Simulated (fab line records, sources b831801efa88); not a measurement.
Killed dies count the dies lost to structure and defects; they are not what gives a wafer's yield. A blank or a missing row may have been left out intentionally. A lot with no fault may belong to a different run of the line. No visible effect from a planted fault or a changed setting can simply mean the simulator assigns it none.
fab line records ; flow sky130 ; part 2 of 2: steps 26 to 35 of 35
[record] lots = 5; wafers = 15; last-day = 50
route steps=708 shown SD_N@352 SD_P@359 RES_XHIGH@360 SALICIDE@361 LI_CONTACT@362 LOCAL_INTERCONNECT@387
lots that met no fault: from a run of the same line without faults
start-h: start of the lot's first displayed wafer, in hours after the record's first day ; wait-h: hours elapsed since this lot's preceding step ; " same as the row above ; L1.1+2: a single row standing in for several wafers ; - no value, or no start was given ; * or withheld: withheld ; < > ~ a bound
route shown NAME@n: NAME is a module with steps in the file, n the number in the route of the first one ; usual: mean/standard deviation taken from wafers without a fault ; same: alike in all rows ; chamber/n: place in a boat ; sites: readings site by site ; _std_site: how widely they spread, as a standard deviation ; _edge_site: inner sites' mean taken away from outer sites' mean ; radius-mm: how far each site lies from the wafer's centre ; mask NAME#n: copy n ; behind: the last tool/chamber to shape the wafer ; hold: why the lot was held/for how many hours/how that ended ; device: the transistor (n, p or np) that didn't switch ; end of line: the tests these same wafers got at the end of their route ; a step given without rows: its recipe and nothing more ; killed: the dies lost at the first sort to structure and to defects; this is not the yield of the wafer ; map: shows each die of a wafer: x if killed, . if not, _ if none is there
set.NAME: the setting the step ran with; set.NAME@STEP: the setting that earlier step ran with ; model.NAME: the simulator's own value behind a step, which no gauge read
a table for each step, a row for each wafer; lots at some steps of the route
services: when a tool's chamber went out of use (start-h, in hours from the record's first day, below 0 if earlier), for how many hours, and the reason
[[steps]]
[step SKY_LI_CONTACT_STRIP_16]
[recipe] chemistry = O2/N2; power-w = 1400; pressure-mtorr = 1500; platen-temp-c = withheld; o2-flow-sccm = 3000; n2-flow-sccm = 300; overash-fraction = 0.5
[usual] drypump-motor-current-A = 5.79/0.16; o2-flow-sccm = 3001/9.7; oes-product-au = 0.380/0.0048; strip-time-to-endpoint-s = 3.588/0.03
[same] overash-fraction = 0.5
lot.wafer;tool;chamber;start-h;wait-h;drypump-motor-current-A;o2-flow-sccm;oes-product-au;rf-hours-counter-h;strip-time-to-endpoint-s
L077.2;plasma-asher-01;0;719.78;-;5.82;3010;0.381;100;3.540
L077.4;plasma-asher-01;0;719.78;-;5.83;3007;0.380;-;3.594
L077.5;plasma-asher-01;0;719.78;-;5.84;2997;0.375;-;3.559
L078.2;plasma-asher-01;1;728.97;-;5.77;3009;0.378;101;3.617
L078.3;plasma-asher-01;1;728.97;-;5.78;2987;0.384;-;3.614
L078.4;plasma-asher-01;0;728.97;-;5.83;2988;0.377;-;3.591
L088.3;plasma-asher-03;1;805.23;-;5.56;3003;0.379;-;3.607
L088.5;plasma-asher-03;0;805.23;-;6.02;3000;0.384;-;3.583
L088.6;plasma-asher-03;1;805.23;-;5.55;3015;0.382;-;3.579
L090.1;plasma-asher-04;1;814.42;-;5.82;2982;0.377;38;3.509
L090.3;plasma-asher-04;0;814.42;-;5.72;2982;0.379;-;3.615
L090.6;plasma-asher-04;1;814.42;-;5.78;3002;0.371;-;3.610
L096.2;plasma-asher-03;1;852.19;-;5.58;3016;0.384;70;3.599
L096.3;plasma-asher-03;0;852.19;-;6.05;2998;0.384;-;3.625
L096.4;plasma-asher-03;1;852.19;-;5.56;3020;0.377;-;3.604
[step SKY_LI_CONTACT_CLEAN_17]
[recipe] chemistry = NMP; time-s = 600; temp-c = 60; dry = n2-spin
[usual] temp-c = 59.99/0.11
lot.wafer;tool;chamber;start-h;wait-h;temp-c
L077.2;wet-bench-02;1;719.88;0.1;60.12
L077.4;wet-bench-02;1;719.88;0.1;59.98
L077.5;wet-bench-02;1;719.88;0.1;60.11
L078.2;wet-bench-01;1;729.07;0.1;59.95
L078.3;wet-bench-01;1;729.07;0.1;59.86
L078.4;wet-bench-01;1;729.07;0.1;59.92
L088.3;wet-bench-01;0;805.29;0.0;60.03
L088.5;wet-bench-01;0;805.29;0.0;59.91
L088.6;wet-bench-01;0;805.29;0.0;59.90
L090.1;wet-bench-02;0;814.52;0.1;60.00
L090.3;wet-bench-02;0;814.52;0.1;60.06
L090.6;wet-bench-02;0;814.52;0.1;60.05
L096.2;wet-bench-01;3;852.29;0.1;59.85
L096.3;wet-bench-01;3;852.29;0.1;60.08
L096.4;wet-bench-01;3;852.29;0.1;59.90
[step SKY_LI_CONTACT_PRE_CLEAN_18]
[recipe] gas = Ar; time-s = 5.6; bias-v = 358
lot.wafer;tool;chamber;start-h;wait-h
L077.2+4+5;pvd-sputter-04;-;720.05;0.0
L078.2+3+4;pvd-sputter-04;-;729.24;0.0
L088.3+5+6;pvd-sputter-02;-;805.47;0.0
L090.1+3+6;pvd-sputter-02;-;814.71;0.0
L096.2+3+4;pvd-sputter-01;-;852.47;0.0
[step SKY_LI_CONTACT_SPUTTER_19]
[recipe] material = Ti; target-thk-nm = 20; chamber-pressure-pa = 5; power-w = 2500; substrate-temp-c = 200; time-s = 106.37
[usual] throttle-valve-pct = 30.2/0.71
lot.wafer;tool;chamber;start-h;wait-h;throttle-valve-pct
L077.2;pvd-sputter-04;-;720.07;0.0;31.2
L077.4;pvd-sputter-04;-;720.07;0.0;30.0
L077.5;pvd-sputter-04;-;720.07;0.0;30.2
L078.2;pvd-sputter-04;-;729.26;0.0;30.1
L078.3;pvd-sputter-04;-;729.26;0.0;30.0
L078.4;pvd-sputter-04;-;729.26;0.0;29.7
L088.3;pvd-sputter-02;-;805.49;0.0;28.6
L088.5;pvd-sputter-02;-;805.49;0.0;28.5
L088.6;pvd-sputter-02;-;805.49;0.0;30.4
L090.1;pvd-sputter-02;-;814.73;0.0;31.0
L090.3;pvd-sputter-02;-;814.73;0.0;28.4
L090.6;pvd-sputter-02;-;814.73;0.0;29.9
L096.2;pvd-sputter-01;-;852.49;0.0;29.9
L096.3;pvd-sputter-01;-;852.49;0.0;30.7
L096.4;pvd-sputter-01;-;852.49;0.0;29.9
[step SKY_LI_CONTACT_SPUTTER_20]
[recipe] material = TiN; target-thk-nm = 20; chamber-pressure-pa = 5; power-w = 4000; time-s = 80
[usual] throttle-valve-pct = 30.2/0.7
lot.wafer;tool;chamber;start-h;wait-h;throttle-valve-pct
L077.2;pvd-sputter-04;-;720.15;0.0;31.3
L077.4;pvd-sputter-04;-;720.15;0.0;30.1
L077.5;pvd-sputter-04;-;720.15;0.0;29.9
L078.2;pvd-sputter-04;-;729.34;0.0;29.9
L078.3;pvd-sputter-04;-;729.34;0.0;30.5
L078.4;pvd-sputter-04;-;729.34;0.0;29.6
L088.3;pvd-sputter-02;-;805.56;0.0;28.5
L088.5;pvd-sputter-02;-;805.56;0.0;28.7
L088.6;pvd-sputter-02;-;805.56;0.0;30.5
L090.1;pvd-sputter-02;-;814.80;0.0;31.4
L090.3;pvd-sputter-02;-;814.80;0.0;28.7
L090.6;pvd-sputter-02;-;814.80;0.0;29.8
L096.2;pvd-sputter-01;-;852.56;0.0;29.9
L096.3;pvd-sputter-01;-;852.56;0.0;30.5
L096.4;pvd-sputter-01;-;852.56;0.0;29.8
[step SKY_LI_CONTACT_CVD_21]
[recipe] material = W; target-thk-nm = 400; time-s = 120.56; temp-c = 400; pressure-torr = 40
[usual] heater-power-outer-w = 567/40; heater-power-w = 902/37
lot.wafer;tool;chamber;start-h;wait-h;heater-power-outer-w;heater-power-w;since-wet-clean-h
L077.2;cvd-w-01;1;720.21;0.0;533;879;816
L077.4;cvd-w-01;1;720.21;0.0;537;871;-
L077.5;cvd-w-01;1;720.21;0.0;524;858;-
L078.2;cvd-w-02;1;729.40;0.0;606;891;325
L078.3;cvd-w-02;0;729.40;0.0;532;888;-
L078.4;cvd-w-02;1;729.40;0.0;600;917;-
L088.3;cvd-w-02;1;805.67;0.1;612;903;-
L088.5;cvd-w-02;1;805.67;0.1;624;916;-
L088.6;cvd-w-02;0;805.67;0.1;531;863;-
L090.1;cvd-w-01;0;814.86;0.0;610;958;911
L090.3;cvd-w-01;1;814.86;0.0;526;882;-
L090.6;cvd-w-01;1;814.86;0.0;533;885;-
L096.2;cvd-w-02;0;852.62;0.0;546;867;449
L096.3;cvd-w-02;1;852.62;0.0;630;917;-
L096.4;cvd-w-02;0;852.62;0.0;529;860;-
[step SKY_LI_CONTACT_RS_MEAS_22]
[recipe] thk-meas-gauge = four-point-probe; reads = W_of_LI_CONTACT_CVD_21+TiN_of_LI_CONTACT_SPUTTER_20+Ti_of_LI_CONTACT_SPUTTER_19
[usual] LI_CONTACT_W_RS = 0.285/0.0035
lot.wafer;tool;chamber;start-h;wait-h;LI_CONTACT_W_RS[ohm/sq]
L077.2;film-metro-04;-;720.36;0.1;0.281
L077.4;film-metro-04;-;720.36;0.1;0.284
L077.5;film-metro-04;-;720.36;0.1;0.283
L078.2;film-metro-02;-;729.54;0.1;0.287
L078.3;film-metro-02;-;729.54;0.1;0.281
L078.4;film-metro-02;-;729.54;0.1;0.287
L088.3;film-metro-03;-;805.79;0.1;0.284
L088.5;film-metro-03;-;805.79;0.1;0.290
L088.6;film-metro-03;-;805.79;0.1;0.281
L090.1;film-metro-03;-;814.99;0.1;0.287
L090.3;film-metro-03;-;814.99;0.1;0.283
L090.6;film-metro-03;-;814.99;0.1;0.285
L096.2;film-metro-04;-;852.77;0.1;0.279
L096.3;film-metro-04;-;852.77;0.1;0.287
L096.4;film-metro-04;-;852.77;0.1;0.280
[step SKY_LI_CONTACT_THK_MEAS_23]
[recipe] thk-meas-gauge = xrf; reads = W_of_LI_CONTACT_CVD_21
[usual] LI_CONTACT_W_THK = 398/5.3
lot.wafer;tool;chamber;start-h;wait-h;LI_CONTACT_W_THK[nm]
L077.2;film-metro-04;-;720.47;0.1;405
L077.4;film-metro-04;-;720.47;0.1;400
L077.5;film-metro-04;-;720.47;0.1;401
L078.2;film-metro-02;-;729.65;0.1;394
L078.3;film-metro-02;-;729.65;0.1;402
L078.4;film-metro-02;-;729.65;0.1;396
L088.3;film-metro-03;-;805.89;0.1;402
L088.5;film-metro-03;-;805.89;0.1;390
L088.6;film-metro-03;-;805.89;0.1;400
L090.1;film-metro-03;-;815.11;0.1;395
L090.3;film-metro-03;-;815.11;0.1;400
L090.6;film-metro-03;-;815.11;0.1;396
L096.2;film-metro-04;-;852.88;0.1;400
L096.3;film-metro-04;-;852.88;0.1;387
L096.4;film-metro-04;-;852.88;0.1;395
[step SKY_LI_CONTACT_CMP_24]
[recipe] stop-on = PSG; t-overpolish-s = 20; down-force-psi = 3.5; platen-rpm = 60; target-thk-nm = 0; pad-velocity-m-s = 0.94248
[usual] motor-current-A = 10.5/0.84; overpolish-run-s = 19.998/0.0096; time-to-endpoint-s = 97/3.9
lot.wafer;tool;chamber;start-h;wait-h;motor-current-A;overpolish-run-s;time-to-endpoint-s
L077.4;cmp-02;2;720.62;0.1;11.1;20.005;98
L077.2;cmp-02;3;720.62;0.1;10.0;19.999;97
L077.5;cmp-02;1;720.62;0.1;10.5;19.993;97
L078.3;cmp-02;2;729.70;0.0;10.7;19.982;98
L078.4;cmp-02;3;729.70;0.0;10.7;19.993;93
L078.2;cmp-02;0;729.70;0.0;10.7;20.003;95
L088.3;cmp-01;0;805.93;0.0;11.9;20.004;100
L088.5;cmp-01;0;805.93;0.0;11.6;19.999;97
L088.6;cmp-01;1;805.93;0.0;10.2;19.990;101
L090.1;cmp-02;2;815.17;0.1;10.9;20.023;101
L090.3;cmp-02;0;815.17;0.1;11.3;20.018;99
L090.6;cmp-02;2;815.17;0.1;10.7;20.009;100
L096.2;cmp-02;3;853.10;0.2;10.9;19.986;99
L096.3;cmp-02;0;853.10;0.2;10.3;20.004;96
L096.4;cmp-02;2;853.10;0.2;10.8;20.011;104
[step SKY_LOCAL_INTERCONNECT_SPUTTER_00]
[recipe] material = TiN; target-thk-nm = 100; temp-c = 300; power-w = 6500; time-s = 83.3; chamber-pressure-pa = 0.4
[usual] throttle-valve-pct = 30.4/0.56
lot.wafer;tool;chamber;start-h;wait-h;throttle-valve-pct
L077.2;pvd-sputter-01;-;720.82;0.1;30.1
L077.4;pvd-sputter-01;-;720.82;0.1;29.5
L077.5;pvd-sputter-01;-;720.82;0.1;30.5
L078.2;pvd-sputter-01;-;730.00;0.1;30.6
L078.3;pvd-sputter-01;-;730.00;0.1;29.9
L078.4;pvd-sputter-01;-;730.00;0.1;30.8
L088.3;pvd-sputter-04;-;806.23;0.2;30.2
L088.5;pvd-sputter-04;-;806.23;0.2;29.8
L088.6;pvd-sputter-04;-;806.23;0.2;30.0
L090.1;pvd-sputter-01;-;815.47;0.2;30.4
L090.3;pvd-sputter-01;-;815.47;0.2;30.2
L090.6;pvd-sputter-01;-;815.47;0.2;30.2
L096.2;pvd-sputter-01;-;853.40;0.2;30.4
L096.3;pvd-sputter-01;-;853.40;0.2;29.8
L096.4;pvd-sputter-01;-;853.40;0.2;29.8
[[services]]
tool;chamber;start-h;hours;kind
krf-scanner-01;-;674.48;0.8;pm
rie-diel-02;-;679.45;2.8;pm
rie-diel-02;2;683.76;1.4;repair
cmp-01;-;685.36;2.6;repair
cmp-01;-;694.43;1.0;repair
wet-bench-03;-;695.33;3.0;repair
rie-diel-04;3;701.75;15.0;repair
krf-scanner-01;-;707.86;1.0;pm
plasma-asher-01;-;716.09;1.6;repair
krf-scanner-01;-;720.08;1.3;pm
krf-scanner-01;-;725.36;3.6;pm
krf-scanner-01;-;730.12;0.2;repair
pvd-sputter-04;-;732.88;4.7;repair
plasma-asher-01;-;733.75;9.0;pm
plasma-asher-01;-;740.57;1.8;repair
rie-diel-04;2;741.33;10.3;repair
krf-scanner-01;-;744.13;0.5;repair
wet-bench-03;-;754.76;1.9;pm
cmp-02;-;774.40;2.1;repair
rie-diel-04;-;786.63;2.8;pm
cmp-02;-;797.25;0.5;repair
rie-diel-02;2;801.45;6.5;repair
rie-diel-02;3;803.90;3.2;repair
plasma-asher-01;-;829.12;1.9;repair
